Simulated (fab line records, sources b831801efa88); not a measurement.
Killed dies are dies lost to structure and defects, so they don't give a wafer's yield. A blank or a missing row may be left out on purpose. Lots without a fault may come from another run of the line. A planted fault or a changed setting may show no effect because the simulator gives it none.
Problem report in the 8D (eight disciplines) form, filled by code | flow sky130 | the parts of the form that need people (team, actions taken, sign-off) are left out

1. THE PROBLEM
overpolish_run_s at SKY_VIA3_CMP_24 reads a mean of 0.040 s on 9 wafers of 3 lots; wafers without a fault read 20.000 s with a standard deviation of 0.0089. That is -99 or more standard deviations from the usual mean.
The step: polishes, stops on SiO2, t overpolish 20 s, target thk 0 nm.
First seen on wafer L274.4, day 42 02:17, on cmp-01. The record holds 45 wafers of 15 lots with a number at this step. Rule for "out", or "out of limits": more than 4 standard deviations from the usual mean. The other wafers with a number count as sound.

2. WHAT IT IS AND WHAT IT IS NOT
question                    | is                                   | is not
which readings at this step | overpolish_run_s, time_to_endpoint_s | head_pressure_psi, motor_current_A
which lots                  | L274, L277, L278                     | L267, L268, L269, L270, L271, L272, L273, L276, L283, L286, L288, L289
which wafers of those lots  | all that have a number               | -
read on which tools         | cmp-01                               | cmp-02
when                        | from day 42 02:17                    | up to then (21 sound wafers); but 15 sound wafers of L276, L283, L286, L288, L289 came after

3. SUSPECTS, AND WHAT RULES EACH OUT
Counting: a tool at a process step up to the reading stays a suspect if it ran every lot that is out and no sound lot after the first of them.
- cmp-01 at SKY_VIA3_CMP_24 (polishes, stops on SiO2, t overpolish 20 s, target thk 0 nm): kept. It ran every lot that is out, first L274 (day 42 02:17), and no sound lot after that; its last sound lot up to then is L273 (day 41 21:18). Its own readings are out on those wafers: overpolish_run_s, time_to_endpoint_s.
Left after counting: cmp-01 at SKY_VIA3_CMP_24.

4. THE CAUSE (what the simulator had put in)
Process parameter drift: cmp-01, from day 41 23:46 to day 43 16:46, at SKY_VIA3_CMP_24. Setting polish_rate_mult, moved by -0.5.
Counting left only this tool.

5. THE CHAIN OF EFFECTS, in route order
Each row: a reading whose mean over the struck wafers that have a number lies more than 3 standard deviations from the usual. Only readings for which the record gives a usual standard deviation are gone through. hours: the time from each lot's start at the first step in this table that gives one to its start at this step, as a median over the lots. sigmas: the change in usual standard deviations.
hours | step                  | reading              | usual    | on struck wafers | change  | sigmas
0     | SKY_VIA3_CMP_24       | overpolish_run_s     | 20.000 s | 0.040            | -19.960 | -99 or more
0     | SKY_VIA3_CMP_24       | time_to_endpoint_s   | 95 s     | 148              | +53     | +12
132   | SKY_PAD_OPEN_PROBE_99 | defect_limited_yield | 82.6 %   | 0.0              | -82.6   | -46
132   | SKY_PAD_OPEN_PROBE_99 | killed_at_M0_to_M3   | 43       | 449              | +406    | +61
132   | SKY_PAD_OPEN_PROBE_99 | killed_dies          | 85       | 492              | +407    | +46
132   | SKY_PAD_OPEN_PROBE_99 | killed_on_rim        | 17       | 96               | +79     | +21
132   | SKY_PAD_OPEN_PROBE_99 | sort_bin_3_pad_short | 0.9 %    | 83.4             | +82.5   | +99 or more
132   | SKY_PAD_OPEN_PROBE_99 | sort_n_pass          | 407      | 0                | -407    | -46
132   | SKY_PAD_OPEN_PROBE_99 | sort_yield_pct       | 82.6 %   | 0.0              | -82.6   | -46
The process steps in it:
- SKY_VIA3_CMP_24: polishes, stops on SiO2, t overpolish 20 s, target thk 0 nm.
- SKY_PAD_OPEN_PROBE_99

6. WHAT WOULD HAVE CAUGHT IT SOONER
In this record the first reading out of limits was taken at day 42 02:17, 3 hours after the fault began at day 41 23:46.
